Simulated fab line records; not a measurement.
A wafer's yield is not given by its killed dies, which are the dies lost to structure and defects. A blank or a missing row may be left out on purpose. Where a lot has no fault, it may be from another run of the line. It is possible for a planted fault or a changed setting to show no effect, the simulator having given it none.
Chamber matching :: flow gf180mcu :: 4 sister chambers for GF_V1_CMP_26 on cmp-01
The step polishes, stops on SiO2, t overpolish 15 s, target thk 0 nm. 16 wafers are shown with their chamber, then 7 later ones without.

== WAFERS, EACH WITH ITS CHAMBER ==
wafer: L366.1
chamber: 1
motor current A (A): 10.7
time to endpoint s (s): 86.1
overpolish run s (s): 15.004

wafer: L366.2
chamber: 0
motor current A (A): 9.5
time to endpoint s (s): 84.5
overpolish run s (s): 15.001

wafer: L366.6
chamber: 0
motor current A (A): 9.8
time to endpoint s (s): 86.9
overpolish run s (s): 15.006

wafer: L369.2
chamber: 1
motor current A (A): 10.2
time to endpoint s (s): 85.4
overpolish run s (s): 14.997

wafer: L369.3
chamber: 2
motor current A (A): 11.4
time to endpoint s (s): 81.9
overpolish run s (s): 14.999

wafer: L369.6
chamber: 0
motor current A (A): 9.2
time to endpoint s (s): 84.1
overpolish run s (s): 15.012

wafer: L372.1
chamber: 0
motor current A (A): 8.9
time to endpoint s (s): 86.3
overpolish run s (s): 14.990

wafer: L372.2
chamber: 3
motor current A (A): 10.2
time to endpoint s (s): 88.1
overpolish run s (s): 14.985

wafer: L372.4
chamber: 2
motor current A (A): 11.0
time to endpoint s (s): 87.9
overpolish run s (s): 15.010

wafer: L375.1
chamber: 0
motor current A (A): 9.6
time to endpoint s (s): 83.7
overpolish run s (s): 15.006

wafer: L375.2
chamber: 2
motor current A (A): 10.9
time to endpoint s (s): 86.0
overpolish run s (s): 14.999

wafer: L383.2
chamber: 0
motor current A (A): 9.1
time to endpoint s (s): 81.0
overpolish run s (s): 15.009

wafer: L383.3
chamber: 1
motor current A (A): 10.9
time to endpoint s (s): 86.0
overpolish run s (s): 15.006

wafer: L383.4
chamber: 2
motor current A (A): 11.2
time to endpoint s (s): 80.5
overpolish run s (s): 15.004

wafer: L385.2
chamber: 0
motor current A (A): 9.5
time to endpoint s (s): 86.5
overpolish run s (s): 15.004

wafer: L385.4
chamber: 3
motor current A (A): 10.4
time to endpoint s (s): 86.8
overpolish run s (s): 15.031

SIGNATURES (averages over the wafers above)
reading: motor current A
chamber 0: 9.371
chamber 1: 10.600
chamber 2: 11.125
chamber 3: 10.300
scatter within a chamber: 0.292

reading: time to endpoint s
chamber 0: 84.714
chamber 1: 85.833
chamber 2: 84.075
chamber 3: 87.450
scatter within a chamber: 2.29

reading: overpolish run s
chamber 0: 15.00400
chamber 1: 15.00233
chamber 2: 15.00300
chamber 3: 15.00800
scatter within a chamber: 0.0111
Rule: a wafer's distance from a chamber is the root of the sum, over the readings, of the square of ((its reading less the chamber's mean) divided by the reading's scatter). If the next closest chamber is less than 2 further off than the closest, the wafer can't be placed; otherwise it belongs to the closest. How the scatter is found: for the shown wafers, subtract from each reading the mean of its chamber, square and add these, divide the total by (wafers less chambers), then take the root.

== WAFERS MISSING THEIR CHAMBER ==
wafer: L385.5
motor current A (A): 9.4
time to endpoint s (s): 86.7
overpolish run s (s): 15.007

wafer: L386.1
motor current A (A): 10.2
time to endpoint s (s): 83.2
overpolish run s (s): 14.991

wafer: L386.2
motor current A (A): 11.2
time to endpoint s (s): 84.0
overpolish run s (s): 15.002

wafer: L386.3
motor current A (A): 9.1
time to endpoint s (s): 79.2
overpolish run s (s): 15.003

wafer: L389.1
motor current A (A): 10.7
time to endpoint s (s): 84.6
overpolish run s (s): 15.020

wafer: L389.3
motor current A (A): 10.1
time to endpoint s (s): 83.7
overpolish run s (s): 15.001

wafer: L389.5
motor current A (A): 8.9
time to endpoint s (s): 82.3
overpolish run s (s): 14.994

== WHICH CHAMBER EACH ONE RAN IN ==
wafer: L385.5
from the rows above: 0
in truth: 0

wafer: L386.1
from the rows above: can't be placed: 1 or 3 or 0 or 2
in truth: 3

wafer: L386.2
from the rows above: can't be placed: 2 or 1
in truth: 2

wafer: L386.3
from the rows above: 0
in truth: 0

wafer: L389.1
from the rows above: can't be placed: 1 or 2 or 3
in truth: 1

wafer: L389.3
from the rows above: can't be placed: 3 or 1 or 0 or 2
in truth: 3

wafer: L389.5
from the rows above: 0
in truth: 0
Correct placement for 3 of the 7. These rows do not allow placing 4 (true chamber among the candidates in 4). Number placed wrongly: 0.
